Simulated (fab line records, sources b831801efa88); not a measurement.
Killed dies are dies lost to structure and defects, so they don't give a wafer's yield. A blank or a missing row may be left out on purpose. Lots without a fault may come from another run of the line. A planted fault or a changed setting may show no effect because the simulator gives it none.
fab line records | flow sky130
record lots=24 wafers=72 last_day=50
route steps=708 shown VIA2@529 CAPM@549 VIA3@586 METAL5@675 PASSIVATION@684
lots that met no fault: from a run of the same line without faults
start_h: hours from the record's first day to the start of the lot's first wafer shown | wait_h: hours since the lot's step before | " the same as in the row above | L1.1+2: a row that stands for several wafers | - no value, or no start given | * or withheld: withheld | < > ~ a bound
route shown NAME@n: a module of which the file shows steps, and the number in the route of the first | usual: mean/standard deviation of fault-free wafers | same: alike in all rows | chamber/n: place in a boat | sites: the reading at each site | _std_site: their standard deviation | _edge_site: outer sites' mean less inner sites' | radius_mm: how far each site lies from the wafer's centre | mask NAME#n: copy n | behind: the tool/chamber that last shaped the wafer | hold: why the lot was held/for how many hours/how that ended | device: the transistor (n, p or np) that didn't switch | end of line: the same wafers' tests at the end of the route | a step without rows: its recipe alone | killed: dies lost to structure and defects at the first sort, not the wafer's yield | map: a wafer's dies, x killed, . not, _ none there
set.NAME: the setting as run; set.NAME@STEP: as run at that earlier step | model.NAME: the simulator's own value behind a step, which no gauge read
steps of the route over a sample of lots; a table a step, a row a wafer
services: from which hour (start_h, from the record's first day; less than 0 if before it) a tool's chamber was out of use, for how many hours, and why
## steps
# step SKY_VIA2_RS_MEAS_22
# recipe thk_meas_gauge=four-point-probe reads=W_of_VIA2_CVD_21+TiN_of_VIA2_SPUTTER_20
# usual VIA2_W_RS=0.2876/0.0026
# columns lot.wafer tool chamber start_h wait_h VIA2_W_RS[ohm/sq]
L074.1 film_metro-03 - 847.36 0.1 0.2900
L074.3 " - " " 0.2853
L074.4 " - " " 0.2858
L075.4 film_metro-01 - 849.81 0.1 0.2888
L075.5 " - " " 0.2858
L075.6 " - " " 0.2923
L076.3 film_metro-01 - 873.90 0.1 0.2905
L076.5 " - " " 0.2871
L076.6 " - " " 0.2894
L077.1 film_metro-01 - 875.29 0.1 0.2854
L077.3 " - " " 0.2859
L077.4 " - " " 0.2875
L078.2 film_metro-03 - 876.39 0.1 0.2820
L078.3 " - " " 0.2858
L078.4 " - " " 0.2856
L079.3 film_metro-01 - 886.80 0.1 0.2853
L079.4 " - " " 0.2901
L079.6 " - " " 0.2859
L080.1 film_metro-03 - 894.85 0.1 0.2896
L080.3 " - " " 0.2870
L080.6 " - " " 0.2906
L081.3 film_metro-01 - 906.66 0.1 0.2878
L081.4 " - " " 0.2911
L081.6 " - " " 0.2891
L082.4 film_metro-01 - 907.67 0.1 0.2911
L082.5 " - " " 0.2938
L082.6 " - " " 0.2901
L083.1 film_metro-01 - 921.01 0.1 0.2902
L083.2 " - " " 0.2919
L083.4 " - " " 0.2871
L085.1 film_metro-01 - 930.31 0.2 0.2857
L085.4 " - " " 0.2882
L085.6 " - " " 0.2867
L084.2 film_metro-01 - 930.59 0.1 0.2830
L084.5 " - " " 0.2842
L084.6 " - " " 0.2869
L086.3 film_metro-03 - 935.37 0.1 0.2884
L086.4 " - " " 0.2881
L086.6 " - " " 0.2883
L087.3 film_metro-01 - 951.29 0.1 0.2862
L087.4 " - " " 0.2842
L087.6 " - " " 0.2853
L088.2 film_metro-02 - 958.94 0.1 0.2848
L088.4 " - " " 0.2851
L088.6 " - " " 0.2848
L089.2 film_metro-03 - 967.74 0.1 0.2888
L089.3 " - " " 0.2915
L089.5 " - " " 0.2897
L090.3 film_metro-01 - 970.46 0.1 0.2895
L090.5 " - " " 0.2878
L090.6 " - " " 0.2891
L091.1 film_metro-02 - 974.77 0.1 0.2862
L091.3 " - " " 0.2893
L091.6 " - " " 0.2897
L092.1 film_metro-01 - 980.23 0.1 0.2878
L092.3 " - " " 0.2883
L092.5 " - " " 0.2888
L093.2 film_metro-01 - 983.25 0.1 0.2853
L093.4 " - " " 0.2861
L093.6 " - " " 0.2914
L094.1 film_metro-02 - 990.76 0.1 0.2818
L094.4 " - " " 0.2831
L094.6 " - " " 0.2825
L095.2 film_metro-01 - 998.11 0.1 0.2879
L095.5 " - " " 0.2869
L095.6 " - " " 0.2893
L096.1 film_metro-01 - 1024.26 0.1 0.2868
L096.3 " - " " 0.2911
L096.4 " - " " 0.2914
L097.2 film_metro-02 - 1024.99 0.1 0.2858
L097.4 " - " " 0.2837
L097.5 " - " " 0.2911
# step SKY_CAPM_OVL_MEAS_12
# usual CAPM_OVL=-0.4/1.3
# columns lot.wafer tool chamber start_h wait_h CAPM_OVL[nm]
L074.1 overlay-01 - 874.99 0.1 0.6
L074.3 " - " " -1.9
L074.4 " - " " -2.9
L075.4 overlay-02 - 876.01 0.1 -2.1
L075.5 " - " " 0.8
L075.6 " - " " 1.6
L076.3 overlay-01 - 899.85 0.1 -1.4
L076.5 " - " " -1.2
L076.6 " - " " -3.8
L077.1 overlay-02 - 901.27 0.1 1.7
L077.3 " - " " -1.0
L077.4 " - " " 0.7
L078.2 overlay-01 - 902.92 0.1 0.4
L078.3 " - " " 0.5
L078.4 " - " " -0.9
L079.3 overlay-02 - 912.82 0.1 0.9
L079.4 " - " " 0.0
L079.6 " - " " 0.4
L080.1 overlay-02 - 920.72 0.1 1.0
L080.3 " - " " -0.9
L080.6 " - " " -2.0
L081.3 overlay-02 - 932.15 0.1 -0.9
L081.4 " - " " -2.0
L081.6 " - " " -0.9
L082.4 overlay-01 - 932.99 0.1 -1.8
L082.5 " - " " 2.0
L082.6 " - " " 1.8
L083.1 overlay-02 - 945.82 0.1 -0.5
L083.2 " - " " -0.1
L083.4 " - " " -1.0
L085.1 overlay-01 - 955.36 0.1 -1.6
L085.4 " - " " -0.8
L085.6 " - " " -0.4
L084.2 overlay-01 - 955.95 0.1 0.4
L084.5 " - " " -0.2
L084.6 " - " " 1.0
L086.3 overlay-02 - 960.40 0.1 0.4
L086.4 " - " " -0.9
L086.6 " - " " -1.6
L087.3 overlay-01 - 975.64 0.1 1.1
L087.4 " - " " 0.8
L087.6 " - " " 0.7
L088.2 overlay-01 - 983.08 0.1 -0.8
L088.4 " - " " -0.3
L088.6 " - " " 0.5
L089.2 overlay-01 - 990.90 0.1 -1.0
L089.3 " - " " 0.3
L089.5 " - " " -0.3
L090.3 overlay-02 - 993.64 0.1 2.2
L090.5 " - " " 2.1
L090.6 " - " " 1.5
L091.1 overlay-01 - 998.79 0.1 -1.8
L091.3 " - " " -1.0
L091.6 " - " " -1.7
L092.1 overlay-01 - 1004.44 0.1 -1.6
L092.3 " - " " -0.6
L092.5 " - " " -1.8
L093.2 overlay-02 - 1007.27 0.1 1.6
L093.4 " - " " -0.2
L093.6 " - " " 0.0
L094.1 overlay-02 - 1014.43 0.1 -2.3
L094.4 " - " " -1.6
L094.6 " - " " -1.0
L095.2 overlay-02 - 1021.35 0.1 1.5
L095.5 " - " " 0.8
L095.6 " - " " 0.2
L096.1 overlay-01 - 1047.84 0.1 0.9
L096.3 " - " " -2.1
L096.4 " - " " -0.9
L097.2 overlay-01 - 1048.73 0.1 -2.2
L097.4 " - " " -1.0
L097.5 " - " " -2.5
# step SKY_VIA3_OVL_MEAS_13
# usual VIA3_OVL=-2/6
# columns lot.wafer tool chamber start_h wait_h VIA3_OVL[nm]
L074.1 overlay-02 - 926.93 0.1 1
L074.3 " - " " -1
L074.4 " - " " -5
L075.4 overlay-01 - 928.18 0.1 -6
L075.5 " - " " 6
L075.6 " - " " 7
L076.3 overlay-01 - 951.89 0.1 -3
L076.5 " - " " -5
L076.6 " - " " -4
L077.1 overlay-02 - 952.51 0.1 -12
L077.3 " - " " -11
L077.4 " - " " -5
L078.2 overlay-01 - 954.10 0.1 -9
L078.3 " - " " -9
L078.4 " - " " -3
L079.3 overlay-02 - 963.97 0.1 -3
L079.4 " - " " -3
L079.6 " - " " -2
L080.1 overlay-01 - 970.33 0.1 -1
L080.3 " - " " -2
L080.6 " - " " -4
L081.3 overlay-01 - 982.98 0.1 3
L081.4 " - " " 3
L081.6 " - " " 7
L082.4 overlay-02 - 983.33 0.1 0
L082.5 " - " " -6
L082.6 " - " " 1
L083.1 overlay-01 - 995.83 0.1 2
L083.2 " - " " -5
L083.4 " - " " -5
L085.1 overlay-02 - 1004.91 0.1 9
L085.4 " - " " 7
L085.6 " - " " 4
L084.2 overlay-02 - 1005.64 0.1 -8
L084.5 " - " " -4
L084.6 " - " " -13
L086.3 overlay-02 - 1009.80 0.1 0
L086.4 " - " " -2
L086.6 " - " " 6
L087.3 overlay-01 - 1022.99 0.1 -5
L087.4 " - " " -3
L087.6 " - " " -4
L088.2 overlay-02 - 1031.47 0.1 -5
L088.4 " - " " -8
L088.6 " - " " 1
L089.2 overlay-02 - 1038.52 0.1 -10
L089.3 " - " " 1
L089.5 " - " " -3
L090.3 overlay-02 - 1040.79 0.1 -2
L090.5 " - " " -3
L090.6 " - " " -7
L091.1 overlay-01 - 1045.58 0.1 0
L091.3 " - " " 5
L091.6 " - " " 6
L092.1 overlay-01 - 1051.26 0.1 5
L092.3 " - " " 3
L092.5 " - " " 3
L093.2 overlay-01 - 1054.39 0.1 -3
L093.4 " - " " -7
L093.6 " - " " -6
L094.1 overlay-01 - 1060.66 0.1 -7
L094.4 " - " " -2
L094.6 " - " " -6
L095.2 overlay-02 - 1066.99 0.1 3
L095.5 " - " " -4
L095.6 " - " " 0
L096.1 overlay-01 - 1092.16 0.1 1
L096.3 " - " " 9
L096.4 " - " " 4
L097.2 overlay-02 - 1093.89 0.1 5
L097.4 " - " " 7
L097.5 " - " " 6
# step SKY_VIA3_STRIP_16
# recipe chemistry=O2/N2 power_w=1400 pressure_mtorr=1500 platen_temp_c=withheld o2_flow_sccm=3000 n2_flow_sccm=300 overash_fraction=0.5
# usual drypump_motor_current_A=5.67/0.29 oes_product_au=0.402/0.0049 strip_time_to_endpoint_s=4.126/0.021
# columns lot.wafer tool chamber start_h wait_h drypump_motor_current_A oes_product_au rf_hours_counter_h strip_time_to_endpoint_s
L074.1 plasma_asher-02 1 927.07 0.0 6.10 0.392 20 4.072
L074.3 " 1 " " 6.12 0.398 - 4.092
L074.4 " 0 " " 5.21 0.406 - 4.123
L075.4 plasma_asher-02 1 928.33 0.1 6.09 0.405 - 4.149
L075.5 " 0 " " 5.24 0.410 - 4.171
L075.6 " 1 " " 6.12 0.406 - 4.155
L076.3 plasma_asher-02 0 952.05 0.1 5.23 0.407 - 4.147
L076.5 " 0 " " 5.21 0.405 - 4.129
L076.6 " 1 " " 6.11 0.411 - 4.134
L077.1 plasma_asher-03 1 952.65 0.0 5.63 0.398 106 4.100
L077.3 " 1 " " 5.65 0.400 - 4.104
L077.4 " 0 " " 5.66 0.398 - 4.106
L078.2 plasma_asher-02 1 954.23 0.0 6.08 0.398 23 4.168
L078.3 " 0 " " 5.24 0.406 - 4.139
L078.4 " 1 " " 6.07 0.407 - 4.141
L079.3 plasma_asher-03 1 964.13 0.1 5.68 0.401 - 4.174
L079.4 " 0 " " 5.68 0.391 - 4.166
L079.6 " 1 " " 5.71 0.406 - 4.162
L080.1 plasma_asher-03 1 970.47 0.0 5.67 0.399 108 4.121
L080.3 " 1 " " 5.68 0.401 - 4.112
L080.6 " 1 " " 5.70 0.404 - 4.118
L081.3 plasma_asher-03 1 983.13 0.1 5.67 0.400 - 4.144
L081.4 " 0 " " 5.68 0.405 - 4.102
L081.6 " 1 " " 5.76 0.399 - 4.139
L082.4 plasma_asher-03 0 983.54 0.1 5.68 0.403 - 4.132
L082.5 " 0 " " 5.68 0.397 - 4.100
L082.6 " 1 " " 5.63 0.402 - 4.127
L083.1 plasma_asher-02 0 995.97 0.0 5.23 0.401 28 4.134
L083.2 " 1 " " 6.11 0.405 28 4.158
L083.4 " 0 " " 5.22 0.421 - 4.134
L085.1 plasma_asher-03 1 1005.05 0.0 5.68 0.406 112 4.148
L085.4 " 1 " " 5.65 0.405 - 4.136
L085.6 " 0 " " 5.67 0.400 - 4.118
L084.2 plasma_asher-03 1 1005.77 0.0 5.67 0.402 112 4.153
L084.5 " 0 " " 5.69 0.395 - 4.114
L084.6 " 1 " " 5.69 0.408 - 4.123
L086.3 plasma_asher-03 0 1009.96 0.1 5.69 0.403 - 4.119
L086.4 " 1 " " 5.69 0.408 - 4.120
L086.6 " 1 " " 5.67 0.405 - 4.153
L087.3 plasma_asher-04 0 1023.15 0.1 5.84 0.404 - 4.114
L087.4 " 1 " " 5.49 0.406 - 4.114
L087.6 " 0 " " 5.86 0.400 - 4.131
L088.2 plasma_asher-03 1 1031.60 0.0 5.60 0.414 115 4.153
L088.4 " 1 " " 5.68 0.407 - 4.133
L088.6 " 1 " " 5.63 0.402 - 4.123
L089.2 plasma_asher-03 0 1038.65 0.0 5.67 0.397 115 4.158
L089.3 " 1 " " 5.68 0.404 - 4.129
L089.5 " 0 " " 5.66 0.396 - 4.142
L090.3 plasma_asher-02 0 1040.95 0.1 5.24 0.400 - 4.103
L090.5 " 0 " " 5.24 0.396 - 4.123
L090.6 " 1 " " 6.12 0.400 - 4.135
L091.1 plasma_asher-02 0 1045.72 0.0 5.23 0.405 32 4.115
L091.3 " 1 " " 6.13 0.401 - 4.141
L091.6 " 0 " " 5.22 0.404 - 4.154
L092.1 plasma_asher-02 0 1051.40 0.0 5.21 0.399 33 4.090
L092.3 " 1 " " 6.11 0.402 - 4.123
L092.5 " 0 " " 5.22 0.399 - 4.120
L093.2 plasma_asher-03 0 1054.52 0.0 5.66 0.403 117 4.104
L093.4 " 1 " " 5.72 0.409 - 4.117
L093.6 " 1 " " 5.67 0.402 - 4.085
L094.1 plasma_asher-04 1 1060.80 0.0 5.53 0.404 94 4.119
L094.4 " 1 " " 5.52 0.402 - 4.094
L094.6 " 0 " " 5.82 0.396 - 4.108
L095.2 plasma_asher-02 1 1067.12 0.0 6.13 0.407 35 4.133
L095.5 " 0 " " 5.24 0.404 - 4.132
L095.6 " 1 " " 6.14 0.396 - 4.123
L096.1 plasma_asher-02 1 1092.30 0.0 6.15 0.406 37 4.120
L096.3 " 0 " " 5.23 0.396 - 4.119
L096.4 " 1 " " 6.15 0.400 - 4.113
L097.2 plasma_asher-04 0 1094.02 0.0 5.84 0.402 97 4.137
L097.4 " 1 " " 5.52 0.404 - 4.114
L097.5 " 0 " " 5.83 0.402 - 4.104
# step SKY_METAL5_DESCUM_14
# recipe chemistry=O2 source_power_w=150 bias_power_w=0 pressure_mtorr=10 temp_c=40 time_s=11
# usual drypump_motor_current_A=5.7/0.55 oes_product_au=1.000/0.0094 rf_fwd_power_W=146.9/0.49
# columns lot.wafer tool chamber start_h wait_h drypump_motor_current_A oes_product_au rf_fwd_power_W rf_hours_counter_h
L074.1 rie_metal-02 1 1026.22 0.1 5.1 1.014 146.7 14
L074.3 " 0 " " 5.2 0.990 147.9 -
L074.4 " 1 " " 5.0 1.009 146.9 -
L075.4 rie_metal-01 1 1026.42 0.1 6.4 1.003 146.7 -
L075.5 " 0 " " 6.4 1.012 146.8 -
L075.6 " 1 " " 6.4 1.013 146.6 -
L076.3 rie_metal-04 0 1048.45 0.1 5.9 0.986 146.4 -
L076.5 " 0 " " 5.9 0.990 147.3 -
L076.6 " 1 " " 5.5 0.995 146.5 -
L077.1 rie_metal-01 1 1048.74 0.1 6.4 1.003 146.6 18
L077.3 " 0 " " 6.4 1.003 147.6 -
L077.4 " 1 " " 6.5 0.999 146.9 -
L078.2 rie_metal-04 0 1050.19 0.1 6.0 0.982 147.3 18
L078.3 " 1 " " 5.5 0.992 146.4 -
L078.4 " 0 " " 6.0 0.990 147.6 -
L079.3 rie_metal-01 1 1058.08 0.1 6.4 1.004 146.8 -
L079.4 " 0 " " 6.4 1.003 147.0 -
L079.6 " 1 " " 6.4 0.989 146.5 -
L080.1 rie_metal-04 1 1064.11 0.1 5.5 1.009 146.7 18
L080.3 " 1 " " 5.5 1.012 146.9 -
L080.6 " 0 " " 5.9 0.987 147.0 -
L082.4 rie_metal-02 1 1078.57 0.1 5.0 1.011 146.7 -
L082.5 " 0 " " 5.2 1.009 147.2 -
L082.6 " 1 " " 5.0 1.015 146.6 -
L081.3 rie_metal-04 0 1078.73 0.1 6.0 0.986 147.7 -
L081.4 " 1 " " 5.5 1.008 146.6 -
L081.6 " 0 " " 5.9 0.985 147.5 -
L083.1 rie_metal-01 1 1087.09 0.1 6.4 1.001 146.5 22
L083.2 " 1 " " 6.4 0.991 146.9 -
L083.4 " 1 " " 6.4 1.001 146.8 -
L085.1 rie_metal-04 0 1095.24 0.1 5.9 1.003 145.9 21
L085.4 " 1 " " 5.5 1.002 147.0 -
L085.6 " 0 " " 5.9 0.986 146.0 -
L084.2 rie_metal-02 0 1097.17 0.1 5.2 0.988 147.3 21
L084.5 " 1 " " 5.0 1.009 146.2 -
L084.6 " 0 " " 5.2 0.986 147.1 -
L086.3 rie_metal-01 0 1101.38 0.1 6.4 1.011 147.3 -
L086.4 " 1 " " 6.4 1.007 146.6 -
L086.6 " 0 " " 6.4 1.025 147.4 -
L087.3 rie_metal-04 0 1112.76 0.1 6.0 0.983 146.5 -
L087.4 " 1 " " 5.5 1.000 146.8 -
L087.6 " 0 " " 5.9 0.982 146.8 -
L088.2 rie_metal-02 0 1120.89 0.1 5.2 0.980 147.3 23
L088.4 " 1 " " 5.0 0.999 147.0 -
L088.6 " 1 " " 5.0 0.998 146.7 -
L089.2 rie_metal-02 1 1126.07 0.1 5.1 1.000 146.9 20
L089.3 " 0 " " 5.2 0.996 147.0 -
L089.5 " 1 " " 5.0 1.000 146.5 -
L090.3 rie_metal-04 1 1128.93 0.1 5.4 1.000 147.1 -
L090.5 " 1 " " 5.5 1.017 146.6 -
L090.6 " 0 " " 5.9 0.981 146.2 -
L091.1 rie_metal-02 0 1132.67 0.1 5.2 0.996 147.2 24
L091.3 " 1 " " 5.0 1.005 146.7 -
L091.6 " 0 " " 5.2 0.991 147.0 -
L092.1 rie_metal-01 0 1136.76 0.1 6.4 1.012 147.1 3
L092.3 " 0 " " 6.4 1.009 146.9 -
L092.5 " 0 " " 6.3 0.996 147.1 -
L093.2 rie_metal-01 1 1139.92 0.1 6.4 1.005 146.6 27
L093.4 " 0 " " 6.4 1.002 147.3 -
L093.6 " 0 " " 6.4 0.999 147.2 -
L094.1 rie_metal-02 1 1144.74 0.1 5.0 1.005 146.9 22
L094.4 " 1 " " 5.0 1.003 146.2 -
L094.6 " 0 " " 5.2 0.985 148.3 -
L095.2 rie_metal-04 0 1150.31 0.1 5.9 0.982 146.8 25
L095.5 " 1 " " 5.5 1.003 147.5 -
L095.6 " 0 " " 5.9 0.995 146.5 -
L096.1 rie_metal-02 1 1170.74 0.1 5.0 1.002 147.1 25
L096.3 " 1 " " 5.0 1.005 147.0 -
L096.4 " 1 " " 5.1 1.005 146.9 -
L097.2 rie_metal-02 1 1173.28 0.1 5.0 1.013 146.1 -
L097.4 " 1 " " 5.0 1.009 146.0 -
L097.5 " 1 " " 5.0 0.998 146.1 -
# step SKY_PASSIVATION_THK_MEAS_03
# recipe reads=Si3N4_of_PASSIVATION_CVD_02
# usual PASSIVATION_CVD_02_THK=539/6.5
# columns lot.wafer tool chamber start_h wait_h PASSIVATION_CVD_02_THK[nm]
L074.1 film_metro-02 - 1027.40 - 539
L074.3 " - " " 539
L074.4 " - " " 551
L075.4 film_metro-03 - 1027.81 - 536
L075.5 " - " " 542
L075.6 " - " " 537
L076.3 film_metro-03 - 1049.69 - 525
L076.5 " - " " 539
L076.6 " - " " 534
L077.1 film_metro-02 - 1049.95 - 542
L077.3 " - " " 535
L077.4 " - " " 545
L078.2 film_metro-04 - 1051.44 - 531
L078.3 " - " " 534
L078.4 " - " " 542
L079.3 film_metro-03 - 1059.26 - 538
L079.4 " - " " 540
L079.6 " - " " 541
L080.1 film_metro-04 - 1065.28 - 537
L080.3 " - " " 536
L080.6 " - " " 550
L082.4 film_metro-04 - 1079.87 - 539
L082.5 " - " " 541
L082.6 " - " " 540
L081.3 film_metro-03 - 1079.91 - 535
L081.4 " - " " 539
L081.6 " - " " 553
L083.1 film_metro-04 - 1088.57 - 535
L083.2 " - " " 533
L083.4 " - " " 546
L085.1 film_metro-02 - 1096.45 - 538
L085.4 " - " " 541
L085.6 " - " " 545
L084.2 film_metro-02 - 1098.36 - 531
L084.5 " - " " 544
L084.6 " - " " 535
L086.3 film_metro-02 - 1102.57 - 536
L086.4 " - " " 540
L086.6 " - " " 546
L087.3 film_metro-02 - 1114.15 - 544
L087.4 " - " " 548
L087.6 " - " " 548
L088.2 film_metro-02 - 1122.08 - 532
L088.4 " - " " 548
L088.6 " - " " 543
L089.2 film_metro-03 - 1127.29 - 524
L089.3 " - " " 524
L089.5 " - " " 539
L090.3 film_metro-03 - 1130.12 - 529
L090.5 " - " " 538
L090.6 " - " " 543
L091.1 film_metro-04 - 1133.89 - 534
L091.3 " - " " 525
L091.6 " - " " 537
L092.1 film_metro-03 - 1138.05 - 536
L092.3 " - " " 532
L092.5 " - " " 548
L093.2 film_metro-04 - 1141.13 - 530
L093.4 " - " " 541
L093.6 " - " " 542
L094.1 film_metro-04 - 1146.07 - 544
L094.4 " - " " 549
L094.6 " - " " 544
L095.2 film_metro-02 - 1151.64 - 542
L095.5 " - " " 541
L095.6 " - " " 544
L096.1 film_metro-02 - 1172.18 - 532
L096.3 " - " " 532
L096.4 " - " " 534
L097.2 film_metro-03 - 1174.81 - 535
L097.4 " - " " 550
L097.5 " - " " 545
## services
# columns tool chamber start_h hours kind
plasma_asher-04 - 948.72 29.3 repair
plasma_asher-04 - 963.55 2.9 repair
rie_metal-04 - 966.03 0.4 repair
rie_metal-02 - 1053.82 0.5 repair
plasma_asher-03 - 1055.25 9.0 pm
plasma_asher-03 0 1055.25 9.0 vent_cycle
plasma_asher-03 1 1055.25 9.0 vent_cycle
rie_metal-02 - 1062.40 14.6 pm
plasma_asher-03 0 1064.25 - clean
plasma_asher-03 1 1064.25 - clean
rie_metal-01 0 1070.29 - clean
rie_metal-01 0 1070.29 19.3 scheduled_down
rie_metal-01 0 1070.29 19.3 vent_cycle
plasma_asher-02 - 1075.28 0.8 repair
rie_metal-01 - 1109.55 0.8 repair
plasma_asher-04 - 1121.70 2.8 pm
plasma_asher-02 - 1127.48 2.8 pm
rie_metal-02 0 1157.70 - clean
rie_metal-02 0 1157.70 - consumable_replace:focus_ring
rie_metal-02 0 1157.70 22.1 scheduled_down
rie_metal-02 0 1157.70 22.1 vent_cycle
## key
fault none
